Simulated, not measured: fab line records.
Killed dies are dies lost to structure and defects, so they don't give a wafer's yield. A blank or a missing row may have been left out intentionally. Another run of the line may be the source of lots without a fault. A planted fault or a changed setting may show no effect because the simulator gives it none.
Which tool is to blame? | flow gf180mcu | 6 lots with 18 wafers sampled at 2 steps, on a route of 602 steps

## WHAT THE GAUGES SHOWED, per wafer
GF_HV_LDD_THK_MEAS_57.
lot  | measured     | on            | HV_LDD_CVD_56_THK (nm)
L913 | day 12 18:35 | film metro-04 | 90.4 90.8 90.4
L917 | day 14 02:05 | film metro-02 | 89.3 90.2 89.2
L921 | day 15 15:40 | film metro-04 | 88.6 88.7 89.2
L923 | day 16 08:13 | film metro-04 | 88.6 89.2 88.3
L927 | day 17 12:31 | film metro-02 | 89.2 90.0 89.4
L933 | day 19 13:46 | film metro-04 | 96.4 96.2 96.6

## EACH LOT AND THE TOOL THAT RAN IT (in order: tool; ch and the chambers of the sampled wafers; start)
lot  | GF_HV_LDD_CVD_56
L913 | lpcvd-01 ch 0, day 12 17:10
L917 | lpcvd-02 ch 0, day 14 00:40
L921 | lpcvd-01 ch 0, day 15 14:14
L923 | lpcvd-01 ch 0, day 16 06:04
L927 | lpcvd-02 ch 0, day 17 10:23
L933 | lpcvd-01 ch 1, day 19 12:19
- GF_HV_LDD_CVD_56: deposits Si3N4 from DCS/NH3, target thk 90 nm, time 1543 s.

## THE ANSWER, worked out from the rows above alone
Rule: what is usual is taken from the lots themselves. Put in order of their means at a reading, lots are off if they are a third of the lots or fewer, leave a main group of 4 or more, and stand apart from it by a gap of 3 or more times the standard deviation of the main group's means; of several such gaps the widest counts. Not used: any main group whose means are identical at the precision the tables above print for the reading. Also off: a lot with no number at a reading for which 4 or more lots have one. The other lots that the step has rows for count as sound.
Off: at GF_HV_LDD_THK_MEAS_57 (HV_LDD_CVD_56_THK), L933. The main group has a mean of 89.4 nm with a standard deviation of 0.65.
If a tool, at a process step before that reading, ran all the lots that are off and no sound lot after the first of them, it fits. Gauges at GF_HV_LDD_THK_MEAS_57: tried the same way as those tools. Can't be told from this: 2 tools fit, lpcvd-01 at GF_HV_LDD_CVD_56, film metro-04 at GF_HV_LDD_THK_MEAS_57.

## WHAT WAS PUT IN BY THE SIMULATOR
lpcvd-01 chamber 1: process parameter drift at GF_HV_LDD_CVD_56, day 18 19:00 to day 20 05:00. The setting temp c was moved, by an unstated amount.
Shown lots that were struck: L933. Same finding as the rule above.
